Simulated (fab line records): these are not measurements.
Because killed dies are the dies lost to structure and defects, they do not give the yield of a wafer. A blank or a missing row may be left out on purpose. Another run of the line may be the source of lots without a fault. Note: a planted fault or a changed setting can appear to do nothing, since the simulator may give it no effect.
Chamber matching -- flow sfq_line -- 4 sister chambers for SFQ_TRILAYER_I1_CMP_CMP_046 on cmp-02
The step polishes SiO2. 8 wafers are shown with their chamber, then 7 later ones without.

== WAFERS, EACH WITH ITS CHAMBER ==
wafer,chamber,motor_current_A (A),time_to_endpoint_s (s)
L508.5,1,10.0,218
L517.3,1,10.4,210
L517.6,0,8.9,214
L524.2,3,9.2,209
L524.5,2,10.4,215
L524.6,3,8.6,219
L525.1,0,9.5,222
L525.2,2,10.5,215

== WAFERS MISSING THEIR CHAMBER ==
wafer,motor_current_A (A),time_to_endpoint_s (s)
L525.4,8.5,225
L526.3,10.0,227
L526.2,9.7,220
L526.6,10.7,226
L529.2,9.6,220
L529.3,8.9,208
L529.6,8.9,224

== EACH ONE'S CHAMBER ==
wafer,from the rows above,in truth
L525.4,can't be placed: 3 or 0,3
L526.3,can't be placed: 1 or 2 or 0 or 3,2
L526.2,can't be placed: 0 or 1 or 2 or 3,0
L526.6,can't be placed: 2 or 1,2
L529.2,can't be placed: 0 or 1 or 3 or 2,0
L529.3,can't be placed: 3 or 0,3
L529.6,can't be placed: 0 or 3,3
Placed correctly: 0 of 7. Cannot be placed on the basis of these rows: 7; the candidates contain the true chamber in 7. Wrongly placed: 0.
How it was worked out, from the rows above alone: a wafer's distance from a chamber is the root of the sum, over the readings, of the square of ((its reading less the chamber's mean) divided by the reading's scatter). The wafer belongs to the nearest chamber; if the next one is less than 2 further off, it can't be placed. Each chamber's mean is taken over the wafers shown for it. The scatter: the root of (the sum of the squares of (reading less its chamber's mean) over the shown wafers, divided by (wafers less chambers)).
